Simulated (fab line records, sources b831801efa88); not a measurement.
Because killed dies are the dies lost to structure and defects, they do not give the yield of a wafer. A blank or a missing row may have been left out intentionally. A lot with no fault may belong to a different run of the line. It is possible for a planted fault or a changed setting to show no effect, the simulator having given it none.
8D (eight disciplines) problem report, filled in by code	flow gf180mcu	the parts of the form that need people (team, actions taken, sign-off) are left out

## 1. WHAT WENT WRONG
Wafers without a fault read 14.999 s, standard deviation 0.0087; overpolish run s at GF_V1_CMP_26 reads a mean of 0.040 s on 2 wafers belonging to 2 lots. So: -99 or more standard deviations from the usual mean.
The step: polishes, stops on SiO2, t overpolish 15 s, target thk 0 nm.
First observed at day 20 07:52: wafer L871.5, on cmp-01. The record holds 38 wafers of 14 lots with a number at this step. Rule for "out", or "out of limits": more than 4 standard deviations from the usual mean. The rest of the wafers with a number are treated as sound.

## 2. WHAT IT IS AND WHAT IT IS NOT
question	is	is not
which readings at this step	overpolish run s, time to endpoint s	motor current A
which lots	L871, L872	L865, L866, L867, L868, L869, L876, L877, L881, L882, L883, L887, L888
which wafers of those lots	all that have a number	-
read on which tools	cmp-01	cmp-02
when	from day 20 07:52	up to then (15 sound wafers); but 21 sound wafers of L876, L877, L881, L882, L883, L887, L888 came after

## 3. THE SUSPECTS, EACH WITH WHAT RULES IT OUT
Counting: a tool at any process step up to the reading remains a suspect when it ran all the lots that are out and ran no sound lot after the first of those.
- cmp-01 at GF_V1_CMP_26 (polishes, stops on SiO2, t overpolish 15 s, target thk 0 nm): kept. It processed each lot that is out, first L871 at day 20 07:52, and no sound lot thereafter; up to then, the last sound lot it processed was L869 at day 19 12:52. On those wafers its own readings are out: overpolish run s, time to endpoint s.
Left after counting: cmp-01 at GF_V1_CMP_26.

## 4. THE CAUSE (what the simulator had put in)
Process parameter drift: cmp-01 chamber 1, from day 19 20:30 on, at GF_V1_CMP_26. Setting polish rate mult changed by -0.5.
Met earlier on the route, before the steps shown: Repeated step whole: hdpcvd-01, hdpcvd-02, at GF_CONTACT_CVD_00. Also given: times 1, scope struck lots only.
Counting left only this tool.

## 5. THE EFFECT CHAIN, in route order
Rows list readings where the struck wafers' mean (over those with a number) sits beyond 3 standard deviations from the usual. Only readings whose record carries a usual standard deviation are examined. hours: median over the lots of the time between each lot's start at the first step of this table that gives one and its start at this step. sigmas: the change, counted in usual standard deviations.
hours	step	reading	usual	on struck wafers	change	sigmas
0	GF_V1_CMP_26	overpolish run s	14.999 s	0.040	-14.960	-99 or more
0	GF_V1_CMP_26	time to endpoint s	85 s	130	+45	+13
249	GF_PASSIVATION_PROBE_99	killed_at_M0_to_M3	21	450	+430	+93
249	GF_PASSIVATION_PROBE_99	killed at contacts	5.6	14.0	+8.4	+3.5
249	GF_PASSIVATION_PROBE_99	killed dies	48	492	+444	+65
249	GF_PASSIVATION_PROBE_99	killed on rim	9.4	96.0	+86.6	+31
Its process steps:
- GF_V1_CMP_26: polishes, stops on SiO2, t overpolish 15 s, target thk 0 nm.
- GF_PASSIVATION_PROBE_99

## 6. WHAT WOULD HAVE CAUGHT IT SOONER
In this record no reading fell out of limits until day 20 07:52, 11 hours after the fault had begun at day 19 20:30.
